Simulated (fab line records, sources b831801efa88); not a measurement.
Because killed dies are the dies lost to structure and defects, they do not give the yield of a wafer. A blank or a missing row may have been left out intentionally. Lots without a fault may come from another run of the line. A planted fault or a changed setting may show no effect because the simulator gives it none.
Matching of chambers | flow sky130 | SKY_POLY_GATE_ETCH_17 on rie si-01: 4 sister chambers
The step etches poly-Si in HBr/Cl2, stops on SiO2, target depth 180 nm, time 70.5 s. 48 wafers are shown with their chamber, then 12 later ones without.

WAFERS WITH THEIR CHAMBER
wafer  | chamber | drypump motor current A (A) | oes product au (a.u.) | throttle valve pct (%)
L074.1 | 3       | 5.5                         | 0.981                 | 33.687
L074.2 | 0       | 4.7                         | 0.987                 | 33.683
L074.3 | 1       | 6.2                         | 0.979                 | 33.698
L074.4 | 2       | 5.3                         | 0.977                 | 33.700
L074.5 | 0       | 4.7                         | 0.992                 | 33.690
L074.6 | 1       | 6.2                         | 0.994                 | 33.684
L075.1 | 0       | 4.8                         | 0.984                 | 33.672
L075.3 | 2       | 5.3                         | 0.980                 | 33.692
L075.4 | 1       | 6.1                         | 0.982                 | 33.674
L076.1 | 0       | 4.7                         | 0.996                 | 33.662
L076.2 | 3       | 5.5                         | 0.994                 | 33.697
L076.3 | 2       | 5.3                         | 0.985                 | 33.686
L076.4 | 1       | 6.2                         | 0.997                 | 33.666
L076.5 | 0       | 4.7                         | 0.993                 | 33.686
L076.6 | 1       | 6.2                         | 1.004                 | 33.685
L077.1 | 3       | 5.6                         | 0.986                 | 33.675
L077.5 | 0       | 4.8                         | 0.990                 | 33.678
L077.6 | 3       | 5.5                         | 0.986                 | 33.691
L078.1 | 2       | 5.3                         | 0.992                 | 33.685
L078.2 | 3       | 5.6                         | 0.982                 | 33.668
L078.3 | 0       | 4.8                         | 0.993                 | 33.674
L078.4 | 1       | 6.2                         | 0.991                 | 33.690
L078.5 | 0       | 4.8                         | 0.986                 | 33.683
L078.6 | 1       | 6.2                         | 0.993                 | 33.679
L079.1 | 1       | 6.2                         | 0.983                 | 33.686
L079.4 | 3       | 5.6                         | 0.986                 | 33.697
L079.5 | 3       | 5.6                         | 0.985                 | 33.689
L081.1 | 3       | 5.6                         | 0.976                 | 33.686
L081.2 | 0       | 4.8                         | 0.973                 | 33.687
L081.3 | 2       | 5.3                         | 0.974                 | 33.692
L082.1 | 1       | 6.2                         | 0.998                 | 33.678
L082.3 | 0       | 4.8                         | 1.002                 | 33.691
L082.6 | 2       | 5.3                         | 0.976                 | 33.683
L083.1 | 2       | 5.3                         | 0.986                 | 33.690
L083.2 | 1       | 6.1                         | 0.993                 | 33.688
L083.6 | 2       | 5.3                         | 0.985                 | 33.695
L085.4 | 3       | 5.6                         | 0.977                 | 33.696
L085.5 | 1       | 6.1                         | 0.997                 | 33.685
L085.6 | 2       | 5.3                         | 0.986                 | 33.695
L086.1 | 1       | 6.2                         | 0.984                 | 33.672
L086.3 | 2       | 5.3                         | 0.987                 | 33.694
L086.6 | 2       | 5.3                         | 0.987                 | 33.695
L088.1 | 3       | 5.6                         | 0.967                 | 33.682
L088.2 | 1       | 6.2                         | 0.977                 | 33.692
L088.3 | 0       | 4.7                         | 0.984                 | 33.708
L088.4 | 2       | 5.3                         | 0.971                 | 33.696
L088.5 | 1       | 6.1                         | 0.980                 | 33.674
L088.6 | 2       | 5.3                         | 0.986                 | 33.688

SIGNATURES (averages over the wafers above)
reading                 | chamber 0 | chamber 1 | chamber 2 | chamber 3 | scatter within a chamber
drypump motor current A | 4.755     | 6.171     | 5.300     | 5.570     | 0.0418
oes product au          | 0.98909   | 0.98943   | 0.98246   | 0.98200   | 0.00747
throttle valve pct      | 33.68309  | 33.68221  | 33.69162  | 33.68680  | 0.00899
Rule: for each reading, subtract the chamber's mean from the wafer's reading, divide by that reading's scatter and square the result; add these up over the readings and take the root, which gives the wafer's distance from the chamber. If the next closest chamber is less than 2 further off than the closest, the wafer can't be placed; otherwise it belongs to the closest. How the scatter is found: for the shown wafers, subtract from each reading the mean of its chamber, square and add these, divide the total by (wafers less chambers), then take the root.

WAFERS WITH NO CHAMBER GIVEN
wafer  | drypump motor current A (A) | oes product au (a.u.) | throttle valve pct (%)
L090.1 | 6.2                         | 0.985                 | 33.673
L090.3 | 4.7                         | 0.987                 | 33.684
L090.6 | 6.1                         | 0.983                 | 33.679
L092.2 | 5.3                         | 0.989                 | 33.694
L092.3 | 5.6                         | 0.989                 | 33.698
L092.5 | 6.2                         | 0.987                 | 33.694
L095.1 | 5.3                         | 0.985                 | 33.680
L095.2 | 4.7                         | 0.989                 | 33.686
L095.4 | 5.6                         | 0.983                 | 33.687
L096.1 | 6.2                         | 0.980                 | 33.693
L096.4 | 5.3                         | 0.986                 | 33.698
L096.5 | 4.8                         | 0.987                 | 33.690

CHAMBER TAKEN BY EACH
wafer  | from the rows above | in truth
L090.1 | 1                   | 1
L090.3 | 0                   | 0
L090.6 | 1                   | 1
L092.2 | 2                   | 2
L092.3 | 3                   | 3
L092.5 | 1                   | 1
L095.1 | 2                   | 2
L095.2 | 0                   | 0
L095.4 | 3                   | 3
L096.1 | 1                   | 1
L096.4 | 2                   | 2
L096.5 | 0                   | 0
12 of 12 placed correctly. From these rows, 0 cannot be placed. Wrongly placed: 0.
